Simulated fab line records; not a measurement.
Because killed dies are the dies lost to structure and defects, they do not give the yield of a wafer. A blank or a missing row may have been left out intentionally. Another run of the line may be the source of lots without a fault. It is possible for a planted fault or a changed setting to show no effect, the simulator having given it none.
Which of the tools did it? + flow sky130 + 12 lots, 36 wafers sampled, at 5 steps of a route of 708

WHAT THE GAUGES SHOWED, per wafer
SKY_SONOS_ONO_THK_MEAS_05. Usual: SONOS_ONO_CVD_04_THK typically reads 5.67 nm, with standard deviation 0.11.
| lot  | measured     | on            | SONOS_ONO_CVD_04_THK (nm) | flag |
|------|--------------|---------------|---------------------------|------|
| L500 | day 11 20:19 | film_metro-03 | 5.80 5.74 5.78            |      |
| L501 | day 12 01:48 | film_metro-03 | 5.66 5.79 5.88            |      |
| L504 | day 12 19:37 | film_metro-02 | 5.76 5.77 5.67            |      |
| L505 | day 13 09:14 | film_metro-02 | 5.72 5.69 5.77            |      |
| L512 | day 15 16:08 | film_metro-02 | 5.82 5.79 5.63            |      |
| L514 | day 16 05:50 | film_metro-04 | 5.58 5.51 5.50            |      |
| L515 | day 16 12:50 | film_metro-04 | 5.48 5.42 5.58            |      |
| L516 | day 17 01:52 | film_metro-02 | 5.69 5.66 5.56            |      |
| L517 | day 17 08:53 | film_metro-03 | 5.43 5.40 5.52            |      |
| L518 | day 17 18:56 | film_metro-04 | 5.74 5.66 5.70            |      |
| L522 | day 19 06:07 | film_metro-04 | 5.55 5.56 5.47            |      |
| L523 | day 19 11:41 | film_metro-03 | 5.48 5.53 5.52            |      |

SKY_POLY_GATE_THK_MEAS_04. Usual: POLY_GATE_CVD_03_THK typically reads 75.2 nm, with standard deviation 0.72.
| lot  | measured     | on            | POLY_GATE_CVD_03_THK (nm) | flag |
|------|--------------|---------------|---------------------------|------|
| L500 | day 15 10:07 | film_metro-03 | 76.2 76.1 76.8            |      |
| L501 | day 15 11:59 | film_metro-01 | 75.9 75.8 75.5            |      |
| L504 | day 16 12:32 | film_metro-02 | 75.3 75.7 75.6            |      |
| L505 | day 17 03:53 | film_metro-03 | 74.8 74.6 74.2            |      |
| L512 | day 19 17:10 | film_metro-01 | 74.9 74.8 75.1            |      |
| L514 | day 20 08:34 | film_metro-03 | 74.7 75.3 74.8            |      |
| L515 | day 20 21:42 | film_metro-01 | 76.3 75.6 75.5            |      |
| L516 | day 21 06:03 | film_metro-01 | 75.9 75.7 75.2            |      |
| L517 | day 21 13:34 | film_metro-03 | 76.6 75.6 76.1            |      |
| L518 | day 21 23:40 | film_metro-01 | 75.2 75.4 74.9            |      |
| L522 | day 23 10:50 | film_metro-03 | 74.5 74.3 74.3            |      |
| L523 | day 23 15:28 | film_metro-01 | 73.9 74.2 74.0            |      |

SKY_POLY_GATE_THK_MEAS_21. Usual: POLY_GATE_OXIDATION_THK typically reads 3.99 nm, with standard deviation 0.075.
| lot  | measured     | on            | POLY_GATE_OXIDATION_THK (nm) | flag |
|------|--------------|---------------|------------------------------|------|
| L500 | day 16 17:50 | film_metro-01 | 4.14 4.20 4.13               |      |
| L501 | day 16 18:46 | film_metro-02 | 4.00 3.96 4.02               |      |
| L504 | day 17 20:31 | film_metro-02 | 4.08 4.01 4.11               |      |
| L505 | day 18 12:47 | film_metro-02 | 4.00 3.98 3.95               |      |
| L512 | day 21 02:28 | film_metro-01 | 4.04 3.97 4.00               |      |
| L514 | day 21 17:36 | film_metro-01 | 4.03 4.13 4.00               |      |
| L515 | day 22 07:06 | film_metro-03 | 5.82 6.02 5.87               | OFF  |
| L516 | day 22 14:49 | film_metro-03 | 5.88 5.90 5.78               | OFF  |
| L517 | day 22 21:55 | film_metro-03 | 3.98 3.99 3.93               |      |
| L518 | day 23 08:20 | film_metro-01 | 3.94 3.95 3.93               |      |
| L522 | day 24 19:34 | film_metro-03 | 3.91 4.03 3.90               |      |
| L523 | day 25 00:09 | film_metro-01 | 4.03 3.90 3.91               |      |

TOOL THAT RAN EACH LOT (tool first, then ch and the chambers of the sampled wafers, then the start)
| lot  | SKY_RES_PROTECT_STRIP_07             | SKY_POLY_GATE_OXIDATION_20    |
|------|--------------------------------------|-------------------------------|
| L500 | plasma_asher-03 ch 0,1, day 15 08:01 | furnace-01 ch 0, day 16 16:35 |
| L501 | plasma_asher-04 ch 0,1, day 15 10:22 | furnace-02 ch 0, day 16 17:30 |
| L504 | plasma_asher-01 ch 0,1, day 16 10:57 | furnace-02 ch 0, day 17 19:16 |
| L505 | plasma_asher-03 ch 0,1, day 17 02:19 | furnace-01 ch 0, day 18 11:32 |
| L512 | plasma_asher-04 ch 0, day 19 15:36   | furnace-01 ch 0, day 21 01:13 |
| L514 | plasma_asher-03 ch 0,1, day 20 06:55 | furnace-01 ch 0, day 21 16:21 |
| L515 | plasma_asher-04 ch 0,1, day 20 17:49 | furnace-02 ch 0, day 22 05:51 |
| L516 | plasma_asher-01 ch 0,1, day 21 03:48 | furnace-02 ch 0, day 22 13:34 |
| L517 | plasma_asher-01 ch 0,1, day 21 11:18 | furnace-01 ch 0, day 22 20:40 |
| L518 | plasma_asher-03 ch 0,1, day 21 22:06 | furnace-01 ch 0, day 23 07:05 |
| L522 | plasma_asher-03 ch 0,1, day 23 07:25 | furnace-01 ch 0, day 24 18:19 |
| L523 | plasma_asher-04 ch 0,1, day 23 13:54 | furnace-01 ch 0, day 24 22:54 |
- SKY_RES_PROTECT_STRIP_07: strips in O2/N2.
- SKY_POLY_GATE_OXIDATION_20: stabilise 600 s, purge 300 s, target thk 4 nm.

AS READ BY THE TOOLS THEMSELVES (means over the sampled wafers that have a number; for cases with no such wafer, the mark the record gives instead)
SKY_RES_PROTECT_STRIP_07. Usual: drypump_motor_current_A 5.91 A, standard deviation 0.27; oes_product_au 0.516 a.u., standard deviation 0.0049; strip_time_to_endpoint_s 23.36 s, standard deviation 0.033.
| lot  | tool            | drypump_motor_current_A (A) | oes_product_au (a.u.) | strip_time_to_endpoint_s (s) | flag |
|------|-----------------|-----------------------------|-----------------------|------------------------------|------|
| L500 | plasma_asher-03 | 5.69                        | 0.512                 | 23.38                        |      |
| L501 | plasma_asher-04 | 6.05                        | 0.517                 | 23.36                        |      |
| L504 | plasma_asher-01 | 5.98                        | 0.519                 | 23.39                        |      |
| L505 | plasma_asher-03 | 5.69                        | 0.516                 | 23.38                        |      |
| L512 | plasma_asher-04 | 6.08                        | 0.522                 | 23.33                        |      |
| L514 | plasma_asher-03 | 5.83                        | 0.519                 | 23.37                        |      |
| L515 | plasma_asher-04 | 6.06                        | 0.519                 | 23.36                        |      |
| L516 | plasma_asher-01 | 5.98                        | 0.514                 | 23.35                        |      |
| L517 | plasma_asher-01 | 5.71                        | 0.519                 | 23.33                        |      |
| L518 | plasma_asher-03 | 5.69                        | 0.511                 | 23.41                        |      |
| L522 | plasma_asher-03 | 5.83                        | 0.513                 | 23.37                        |      |
| L523 | plasma_asher-04 | 6.05                        | 0.512                 | 23.38                        |      |

SKY_POLY_GATE_OXIDATION_20. Usual: spike_tc_bottom_C is 867 C with standard deviation 4.3, spike_tc_centre_C is 849.9 C with standard deviation 1.5, spike_tc_lower_C is 851.1 C with standard deviation 1, spike_tc_top_C is 864.1 C with standard deviation 1.2, spike_tc_upper_C is 850.9 C with standard deviation 1, zone_power_lower_pct is 15.5 % with standard deviation 0.54, and zone_power_top_pct is 30.6 % with standard deviation 0.3.
| lot  | tool       | spike_tc_bottom_C (C) | spike_tc_centre_C (C) | spike_tc_lower_C (C) | spike_tc_top_C (C) | spike_tc_upper_C (C) | zone_power_lower_pct (%) | zone_power_top_pct (%) | flag |
|------|------------|-----------------------|-----------------------|----------------------|--------------------|----------------------|--------------------------|------------------------|------|
| L500 | furnace-01 | 873                   | 850.9                 | 851.1                | 864.1              | 850.8                | 14.8                     | 30.7                   |      |
| L501 | furnace-02 | 864                   | 849.2                 | 852.1                | 863.5              | 851.0                | 15.9                     | 30.7                   |      |
| L504 | furnace-02 | 864                   | 848.5                 | 850.5                | 862.7              | 849.9                | 16.1                     | 30.4                   |      |
| L505 | furnace-01 | 872                   | 851.3                 | 851.3                | 865.4              | 850.9                | 15.0                     | 30.6                   |      |
| L512 | furnace-01 | 873                   | 850.9                 | 852.0                | 866.0              | 851.6                | 14.8                     | 30.7                   |      |
| L514 | furnace-01 | 873                   | 851.4                 | 850.5                | 864.0              | 852.2                | 14.9                     | 30.7                   |      |
| L515 | furnace-02 | 896                   | 881.5                 | 883.8                | 894.8              | 884.2                | 17.2                     | 32.4                   | OFF  |
| L516 | furnace-02 | 897                   | 881.1                 | 883.5                | 896.7              | 883.3                | 17.2                     | 32.2                   | OFF  |
| L517 | furnace-01 | 872                   | 850.5                 | 850.4                | 864.0              | 850.5                | 14.9                     | 30.8                   |      |
| L518 | furnace-01 | 872                   | 851.6                 | 850.9                | 864.2              | 850.9                | 15.0                     | 30.9                   |      |
| L522 | furnace-01 | 872                   | 852.0                 | 850.5                | 864.6              | 851.6                | 14.9                     | 30.6                   |      |
| L523 | furnace-01 | 873                   | 850.7                 | 849.6                | 865.5              | 852.0                | 15.0                     | 30.9                   |      |

THE ANSWER, worked out from the rows above alone
Rule: a lot is off if the mean of its wafers that have a number lies more than 3 standard deviations from the usual mean. A lot without any number at a reading at which 4 lots or more have one is off too. Where the step has rows for the other lots, those lots are counted as sound. After the gauges, taken in route order, come the tools' own readings; for these a lot's mean is taken, as printed above. The first step at which some lot is off is used, and at that step the reading that is off furthest; a lot without a number counts as furthest.
Off: at SKY_POLY_GATE_THK_MEAS_21 (POLY_GATE_OXIDATION_THK), L515, L516.
If a tool, at a process step before that reading, ran all the lots that are off and no sound lot after the first of them, it fits. Not tried: the gauges at SKY_POLY_GATE_THK_MEAS_21; whatever is off there is also off at SKY_POLY_GATE_OXIDATION_20, on other tools, and gauge error can't account for it. One candidate fits, namely furnace-02 at SKY_POLY_GATE_OXIDATION_20. A fault onset in the window from L504 (day 17 19:16, its last sound lot) to L515 (day 22 05:51, its first lot off) fits.
The tool's own readings at SKY_POLY_GATE_OXIDATION_20 bear it out: on the lots that are off they differ by more than 5 times the standard deviation of the sound lots' means. spike_tc_bottom_C reads 896 C there against 871 C on the sound lots; spike_tc_centre_C reads 881.3 C there against 850.7 C on the sound lots; spike_tc_lower_C reads 883.6 C there against 850.9 C on the sound lots; spike_tc_top_C reads 895.8 C there against 864.4 C on the sound lots; spike_tc_upper_C reads 883.8 C there against 851.1 C on the sound lots; zone_power_top_pct reads 32.3 % there against 30.7 % on the sound lots.

WHAT THE SIMULATOR HAD INSERTED
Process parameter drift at SKY_POLY_GATE_OXIDATION_20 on furnace-02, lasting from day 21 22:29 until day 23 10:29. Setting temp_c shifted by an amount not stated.
Shown lots that were struck: L515, L516. The same result came from the rule above.
